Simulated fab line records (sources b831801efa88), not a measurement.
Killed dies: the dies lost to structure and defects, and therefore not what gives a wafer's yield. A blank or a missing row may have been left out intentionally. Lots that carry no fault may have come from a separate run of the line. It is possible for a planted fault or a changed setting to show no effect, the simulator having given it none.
Which tool did it? :: flow sky130 :: 14 lots (42 wafers sampled), 1 step of a 708-step route

## WHAT THE GAUGES READ, wafer by wafer
SKY_SD_N_RS_MEAS_16: the measuring method here is four-point-probe.
lot: L615
measured: day 28 02:49
on: film metro-02
SD_N_RS (ohm/sq): 68.67 68.59 68.71

lot: L616
measured: day 28 14:32
on: film metro-04
SD_N_RS (ohm/sq): 68.45 68.33 68.38

lot: L617
measured: day 28 22:59
on: film metro-01
SD_N_RS (ohm/sq): 68.78 68.73 68.79

lot: L618
measured: day 29 07:53
on: film metro-01
SD_N_RS (ohm/sq): 68.69 68.67 68.60

lot: L619
measured: day 30 00:07
on: film metro-02
SD_N_RS (ohm/sq): 68.75 68.68 68.61

lot: L620
measured: day 30 12:37
on: film metro-02
SD_N_RS (ohm/sq): 68.63 68.55 68.52

lot: L621
measured: day 30 14:36
on: film metro-01
SD_N_RS (ohm/sq): 68.57 68.78 68.95

lot: L622
measured: day 30 18:12
on: film metro-01
SD_N_RS (ohm/sq): 68.72 68.63 68.78

lot: L623
measured: day 30 18:28
on: film metro-02
SD_N_RS (ohm/sq): 68.68 68.67 68.82

lot: L632
measured: day 34 09:01
on: film metro-02
SD_N_RS (ohm/sq): 68.39 68.76 68.43

lot: L631
measured: day 34 09:17
on: film metro-01
SD_N_RS (ohm/sq): 68.72 68.56 68.66

lot: L633
measured: day 34 10:34
on: film metro-04
SD_N_RS (ohm/sq): 68.36 68.38 68.35

lot: L636
measured: day 34 22:44
on: film metro-01
SD_N_RS (ohm/sq): 68.77 68.76 68.67

lot: L637
measured: day 35 05:55
on: film metro-01
SD_N_RS (ohm/sq): 68.71 68.63 68.58

## WHICH TOOL RAN EACH LOT (tool, then ch and the chambers of the sampled wafers, then the start)
Before these readings, the record contains no process step.

## AS READ BY THE TOOLS THEMSELVES (means over the sampled wafers that have a number; for cases with no such wafer, the mark the record gives instead)
The record holds no such reading with a usual standard deviation.

## THE ANSWER, worked out from the rows above alone
Rule: the usual values come from the lots themselves. Put in order of their means at a reading, lots are off if they are a third of the lots or fewer, leave a main group of 4 or more, and stand apart from it by a gap of 3 or more times the standard deviation of the main group's means; of several such gaps the widest counts. Not used: any main group whose means are identical at the precision the tables above print for the reading. A lot without any number at a reading at which 4 lots or more have one is off too. Where the step has rows for the other lots, those lots are counted as sound. First the gauges in route order, then the tools' own readings, where a lot's mean is used as printed above. The first step at which some lot is off is used, and at that step the reading that is off furthest; a lot without a number counts as furthest.
None of the lots is off at any reading shown; this tells nothing.

## WHAT THE SIMULATOR PUT IN
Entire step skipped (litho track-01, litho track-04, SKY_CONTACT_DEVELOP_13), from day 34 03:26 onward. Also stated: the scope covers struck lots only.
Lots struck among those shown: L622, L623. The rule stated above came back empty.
